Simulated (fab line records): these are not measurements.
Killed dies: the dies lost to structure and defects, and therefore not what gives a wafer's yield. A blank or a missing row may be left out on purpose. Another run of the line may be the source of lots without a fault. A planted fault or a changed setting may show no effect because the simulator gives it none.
Which tool was responsible? ; flow sky130 ; 13 lots with 39 wafers sampled at 7 steps, on a route of 708 steps

== WHAT EACH GAUGE READ, for each wafer ==
SKY_POLY_GATE_THK_MEAS_04.
lot;measured;on;POLY_GATE_CVD_03_THK (nm)
L485;day 16 04:40;filmMetro-04;76.7 77.2 76.7
L484;day 16 03:13;filmMetro-03;75.4 74.7 75.7
L483;day 16 04:38;filmMetro-02;75.7 75.5 75.0
L486;day 16 05:58;filmMetro-04;75.8 76.4 75.8
L487;day 18 09:11;filmMetro-03;76.0 76.2 76.1
L488;day 18 09:11;filmMetro-02;75.4 75.9 75.1
L489;day 18 09:10;filmMetro-04;75.0 75.2 74.3
L495;day 19 09:53;filmMetro-03;98.7 98.1 98.7
L496;day 19 17:27;filmMetro-04;98.4 98.7 97.9
L503;day 22 13:37;filmMetro-02;74.8 75.0 74.8
L504;day 22 23:49;filmMetro-02;74.4 74.6 74.9
L505;day 23 08:23;filmMetro-02;77.0 76.0 76.3
L506;day 23 11:44;filmMetro-04;75.6 75.3 76.1

SKY_CONTACT_THK_MEAS_03.
lot;measured;on;CONTACT_HDPCVD_THK (nm)
L485;day 31 14:55;filmMetro-02;559 568 550
L484;day 31 13:23;filmMetro-01;574 557 562
L483;day 31 11:04;filmMetro-02;570 574 585
L486;day 31 14:34;filmMetro-02;569 573 578
L487;day 33 12:53;filmMetro-02;566 557 574
L488;day 33 14:26;filmMetro-04;558 569 558
L489;day 33 14:59;filmMetro-01;568 568 568
L495;day 34 03:10;filmMetro-02;567 558 577
L496;day 34 14:58;filmMetro-04;579 574 576
L503;day 36 23:07;filmMetro-01;569 570 567
L504;day 37 10:08;filmMetro-04;561 564 559
L505;day 37 14:55;filmMetro-04;563 577 571
L506;day 37 20:14;filmMetro-04;572 568 571

== WHICH TOOL RAN EACH LOT (tool, then ch and the chambers of the sampled wafers, then the start) ==
lot;SKY_FIELD_ISO_ETCH_14;SKY_POLY_GATE_CVD_03;SKY_POLY_GATE_ETCH_16;SKY_POLY_CUT_ETCH_11;SKY_LOCAL_INTERCONNECT_ETCH_13
L485;rieDiel-04 ch 1,2,3, day 2 20:23;lpcvd-02 ch 0, day 16 03:13;rieDiel-02 ch 0,1, day 17 09:15;rieDiel-03 ch 0,1,2, day 25 12:05;rieMetal-04 ch 0,1, day 31 14:02
L484;rieDiel-02 ch 0,1,3, day 2 20:38;lpcvd-02 ch 0, day 16 01:52;rieDiel-04 ch 0,2,3, day 17 07:58;rieDiel-02 ch 1,2,3, day 25 09:07;rieMetal-01 ch 0,1, day 31 12:31
L483;rieDiel-03 ch 0,1,3, day 2 20:44;lpcvd-02 ch 0, day 16 03:13;rieDiel-01 ch 0,1,2, day 17 09:09;rieDiel-03 ch 0,1,2, day 25 08:21;rieMetal-04 ch 0,1, day 31 10:12
L486;rieDiel-04 ch 1,2, day 2 20:59;lpcvd-02 ch 1, day 16 04:34;rieDiel-01 ch 0,3, day 17 11:10;rieDiel-04 ch 2,3, day 25 09:28;rieMetal-03 ch 0,1, day 31 13:41
L487;rieDiel-04 ch 1,2,3, day 3 06:05;lpcvd-02 ch 1, day 18 07:08;rieDiel-01 ch 0,3, day 19 13:55;rieDiel-03 ch 0,1,2, day 27 13:49;rieMetal-03 ch 0,1, day 33 11:58
L488;rieDiel-03 ch 0,1,2, day 3 11:59;lpcvd-02 ch 1, day 18 07:08;rieDiel-04 ch 0,2,3, day 19 14:52;rieDiel-04 ch 0,2,3, day 27 14:10;rieMetal-04 ch 0,1, day 33 13:35
L489;rieDiel-02 ch 1,3, day 3 12:02;lpcvd-02 ch 1, day 18 07:08;rieDiel-02 ch 0,1,2, day 19 14:42;rieDiel-03 ch 1,2,3, day 27 14:40;rieMetal-01 ch 0,1, day 33 14:04
L495;rieDiel-04 ch 0,2,3, day 4 19:59;lpcvd-02 ch 0, day 19 08:31;rieDiel-04 ch 0,1,3, day 20 16:36;rieDiel-04 ch 0,1,3, day 28 05:37;rieMetal-03 ch 0,1, day 34 02:18
L496;rieDiel-03 ch 0,1,3, day 5 00:11;lpcvd-02 ch 0, day 19 16:05;rieDiel-04 ch 2,3, day 21 00:09;rieDiel-03 ch 0,1,2, day 28 17:04;rieMetal-04 ch 1, day 34 13:57
L503;rieDiel-03 ch 0,2,3, day 6 15:41;lpcvd-02 ch 0, day 22 12:13;rieDiel-01 ch 2,3, day 23 19:30;rieDiel-03 ch 0,1, day 31 06:00;rieMetal-03 ch 0,1, day 36 21:59
L504;rieDiel-02 ch 0,1,3, day 6 22:11;lpcvd-02 ch 0, day 22 22:28;rieDiel-02 ch 1,2,3, day 24 06:34;rieDiel-03 ch 0,2,3, day 31 16:49;rieMetal-04 ch 0,1, day 37 09:16
L505;rieDiel-03 ch 0,1, day 7 04:38;lpcvd-02 ch 0, day 23 06:20;rieDiel-04 ch 1,2,3, day 24 14:04;rieDiel-02 ch 0,1, day 31 22:58;rieMetal-03 ch 0,1, day 37 13:58
L506;rieDiel-02 ch 0,1,3, day 7 11:59;lpcvd-02 ch 1, day 23 10:22;rieDiel-04 ch 1,2,3, day 24 17:54;rieDiel-04 ch 1,2,3, day 32 04:18;rieMetal-03 ch 0, day 37 19:16
- SKY_FIELD_ISO_ETCH_14: etches BARC in N2/H2, stops on SiO2, time 45.9 s, target depth 60 nm.
- SKY_POLY_GATE_CVD_03: deposits Si3N4 from DCS/NH3, target thk 75 nm, time 1290 s.
- SKY_POLY_GATE_ETCH_16: etches Si3N4 in CH3F/O2, stops on poly-Si, time 147.5 s, target depth 75 nm.
- SKY_POLY_CUT_ETCH_11: etches Si3N4 in CF4/CH2F2/Ar, stops on poly-Si, time 42.5 s, target depth 60 nm.
- SKY_LOCAL_INTERCONNECT_ETCH_13: etches BARC in N2/H2, stops on SiO2, time 45.9 s, target depth 60 nm.

== WHAT THE TOOLS THEMSELVES READ (means of the sampled wafers that have a number; where no wafer has one, the mark that the record gives instead) ==
SKY_FIELD_ISO_ETCH_14.
lot;tool;drypumpMotorCurrentA (A);oesProductAu (a.u.);throttleValvePct (%)
L485;rieDiel-04;5.4;0.852;13.220
L484;rieDiel-02;5.6;0.854;13.227
L483;rieDiel-03;5.7;0.853;13.220
L486;rieDiel-04;5.0;0.853;13.222
L487;rieDiel-04;5.4;0.857;13.225
L488;rieDiel-03;5.8;0.857;13.233
L489;rieDiel-02;5.6;0.854;13.226
L495;rieDiel-04;5.8;0.851;13.226
L496;rieDiel-03;5.7;0.850;13.223
L503;rieDiel-03;5.5;0.850;13.222
L504;rieDiel-02;5.6;0.854;13.217
L505;rieDiel-03;5.8;0.859;13.233
L506;rieDiel-02;5.6;0.857;13.231

SKY_POLY_GATE_CVD_03.
lot;tool;spikeTcUpperC (C)
L485;lpcvd-02;769.2
L484;lpcvd-02;770.8
L483;lpcvd-02;769.5
L486;lpcvd-02;769.8
L487;lpcvd-02;771.1
L488;lpcvd-02;771.0
L489;lpcvd-02;770.4
L495;lpcvd-02;770.6
L496;lpcvd-02;770.9
L503;lpcvd-02;769.8
L504;lpcvd-02;769.7
L505;lpcvd-02;770.5
L506;lpcvd-02;770.8

SKY_POLY_GATE_ETCH_16.
lot;tool;drypumpMotorCurrentA (A);oesProductAu (a.u.);throttleValvePct (%)
L485;rieDiel-02;5.5;0.645;10.529
L484;rieDiel-04;5.8;0.641;10.534
L483;rieDiel-01;5.8;0.642;10.542
L486;rieDiel-01;5.9;0.640;10.536
L487;rieDiel-01;5.9;0.645;10.544
L488;rieDiel-04;5.9;0.643;10.533
L489;rieDiel-02;5.9;0.636;10.527
L495;rieDiel-04;5.9;0.722;10.547
L496;rieDiel-04;5.4;0.723;10.543
L503;rieDiel-01;6.1;0.640;10.532
L504;rieDiel-02;5.8;0.641;10.526
L505;rieDiel-04;5.4;0.649;10.532
L506;rieDiel-04;5.4;0.641;10.537

SKY_POLY_CUT_ETCH_11.
lot;tool;cf4FlowSccm (sccm);drypumpMotorCurrentA (A);oesProductAu (a.u.);throttleValvePct (%)
L485;rieDiel-03;39.92;5.8;0.845;15.000
L484;rieDiel-02;40.04;5.9;0.831;14.988
L483;rieDiel-03;39.97;5.8;0.831;14.998
L486;rieDiel-04;40.01;5.4;0.835;14.985
L487;rieDiel-03;39.92;5.8;0.839;14.989
L488;rieDiel-04;40.22;5.8;0.832;14.989
L489;rieDiel-03;40.01;5.7;0.824;15.001
L495;rieDiel-04;39.97;5.9;0.964;15.007
L496;rieDiel-03;39.95;5.8;0.965;15.008
L503;rieDiel-03;40.00;6.0;0.822;14.999
L504;rieDiel-03;39.97;5.5;0.827;14.999
L505;rieDiel-02;39.92;5.5;0.834;14.993
L506;rieDiel-04;40.04;5.4;0.830;15.000

SKY_LOCAL_INTERCONNECT_ETCH_13.
lot;tool;drypumpMotorCurrentA (A);oesProductAu (a.u.);throttleValvePct (%)
L485;rieMetal-04;6.0;0.856;13.232
L484;rieMetal-01;5.3;0.850;13.225
L483;rieMetal-04;5.9;0.853;13.229
L486;rieMetal-03;5.2;0.857;13.231
L487;rieMetal-03;5.2;0.854;13.223
L488;rieMetal-04;6.0;0.853;13.217
L489;rieMetal-01;5.3;0.857;13.222
L495;rieMetal-03;5.2;0.856;13.226
L496;rieMetal-04;6.1;0.860;13.218
L503;rieMetal-03;5.7;0.856;13.232
L504;rieMetal-04;6.0;0.851;13.222
L505;rieMetal-03;5.2;0.859;13.229
L506;rieMetal-03;4.7;0.854;13.230

== THE ANSWER, worked out from the rows above alone ==
Rule: the lots themselves supply what counts as usual. The widest of any qualifying gaps counts: lots, ordered by their means at a reading, are off when they make up no more than a third of the lots, leave a main group of 4 or more, and stand apart from it by 3 or more times the standard deviation of that group's means. A main group is skipped when, at the precision printed for the reading in the tables above, its means are all equal. A lot without any number at a reading at which 4 lots or more have one is off too. The other lots that the step has rows for count as sound. The gauges are gone through in route order, then the tools' own readings, and for those a lot's mean is taken as printed above. At the first step where some lot is off, the reading lying furthest off is the one used; lots without a number count as furthest.
Off: at SKY_POLY_GATE_THK_MEAS_04 (POLY_GATE_CVD_03_THK), L495, L496. The main group: mean 75.6 nm, standard deviation 0.67.
A tool fits if, at a process step before that reading, it ran every lot that is off, and no sound lot after the first of them. The gauges at SKY_POLY_GATE_THK_MEAS_04 aren't tried: what is off there is off at SKY_POLY_GATE_ETCH_16 too, on other tools, and a gauge's error can't cause that. Of those tried, none fits.

== WHAT THE SIMULATOR HAD PUT IN ==
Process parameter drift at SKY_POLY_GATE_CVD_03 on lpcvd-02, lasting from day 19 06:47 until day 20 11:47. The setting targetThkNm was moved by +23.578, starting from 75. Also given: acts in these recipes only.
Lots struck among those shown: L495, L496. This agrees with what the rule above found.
